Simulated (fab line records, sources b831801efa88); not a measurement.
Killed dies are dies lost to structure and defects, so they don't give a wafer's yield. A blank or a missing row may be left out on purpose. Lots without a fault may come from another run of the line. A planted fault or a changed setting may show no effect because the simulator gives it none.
Problem report in the 8D (eight disciplines) form, filled by code | flow sky130 | the parts of the form that need people (team, actions taken, sign-off) are left out

1. THE PROBLEM
METAL1_ALCU_RS at SKY_METAL1_RS_MEAS_05 reads a mean of 0.1386 ohm/sq on 1 wafer of 1 lot; wafers without a fault read 0.1275 ohm/sq with a standard deviation of 0.0021. That is +5.3 standard deviations from the usual mean.
The step: measures by four-point-probe.
First seen on wafer L482.1, day 37 16:24, on film_metro-03. The record holds 31 wafers of 11 lots with a number at this step. Rule for "out", or "out of limits": more than 4 standard deviations from the usual mean. The other wafers with a number count as sound.

2. WHAT IT IS AND WHAT IT IS NOT
question                    | is                     | is not
which readings at this step | METAL1_ALCU_RS         | -
which lots                  | L482                   | L466, L471, L472, L473, L474, L477, L478, L480, L486, L488
which wafers of those lots  | all that have a number | -
read on which gauges        | film_metro-03          | film_metro-01, film_metro-02
when                        | from day 37 16:24      | up to then (24 sound wafers); but 6 sound wafers of L486, L488 came after

3. SUSPECTS, AND WHAT RULES EACH OUT
Counting: a tool at a process step up to the reading stays a suspect if it ran every lot that is out and no sound lot after the first of them.
- the gauge at SKY_METAL1_RS_MEAS_05: kept. All the wafers that are out were read on film_metro-03, and no step on other tools shows them out.
- rie_diel-01 at SKY_POLY_CUT_ETCH_11 (etches Si3N4 in CF4/CH2F2/Ar, stops on poly-Si, time 42.5 s, target depth 60 nm): ruled out as a lasting fault. Sound lots L488 ran on it after its first lot that is out, L482 (day 30 16:25).
- pvd_sputter-02 at SKY_METAL1_SPUTTER_02 (material AlCu, target thk 250 nm, time 13.3 s): kept. It ran the lot that is out, L482 (day 37 16:19), and no sound lot after that; its last sound lot up to then is L477 (day 36 20:23).
Left after counting: pvd_sputter-02 at SKY_METAL1_SPUTTER_02, film_metro-03 at SKY_METAL1_RS_MEAS_05.

4. THE CAUSE (what the simulator had put in)
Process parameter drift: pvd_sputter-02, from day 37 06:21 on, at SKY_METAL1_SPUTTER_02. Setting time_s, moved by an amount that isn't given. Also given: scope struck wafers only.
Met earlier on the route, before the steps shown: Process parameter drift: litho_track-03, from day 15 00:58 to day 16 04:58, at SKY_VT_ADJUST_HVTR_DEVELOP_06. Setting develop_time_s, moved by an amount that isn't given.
Counting left 2 suspects, and this tool is among them.

5. THE CHAIN OF EFFECTS, in route order
Each row: a reading whose mean over the struck wafers that have a number lies more than 3 standard deviations from the usual. Only readings for which the record gives a usual standard deviation are gone through. hours: the time from each lot's start at the first step in this table that gives one to its start at this step, as a median over the lots. sigmas: the change in usual standard deviations.
hours | step                   | reading         | usual         | on struck wafers | change  | sigmas
0     | SKY_METAL1_RS_MEAS_05  | METAL1_ALCU_RS  | 0.1275 ohm/sq | 0.1386           | +0.0111 | +5.3
0     | SKY_METAL1_THK_MEAS_06 | METAL1_ALCU_THK | 250 nm        | 230              | -20     | -4.9

6. WHAT WOULD HAVE CAUGHT IT SOONER
In this record the first reading out of limits at a measuring or inspecting step was taken at day 37 16:24, 10 hours after the fault began at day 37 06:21.
Of the tool readings at SKY_METAL1_SPUTTER_02 for which the record gives a usual standard deviation, none was out on any struck wafer, so an alarm limit of 4 standard deviations on them would not have fired.
All the lots that are out (1) had begun SKY_METAL1_SPUTTER_02 on pvd_sputter-02 by day 37 16:24. A hold on the tool at that time would have spared none of them.
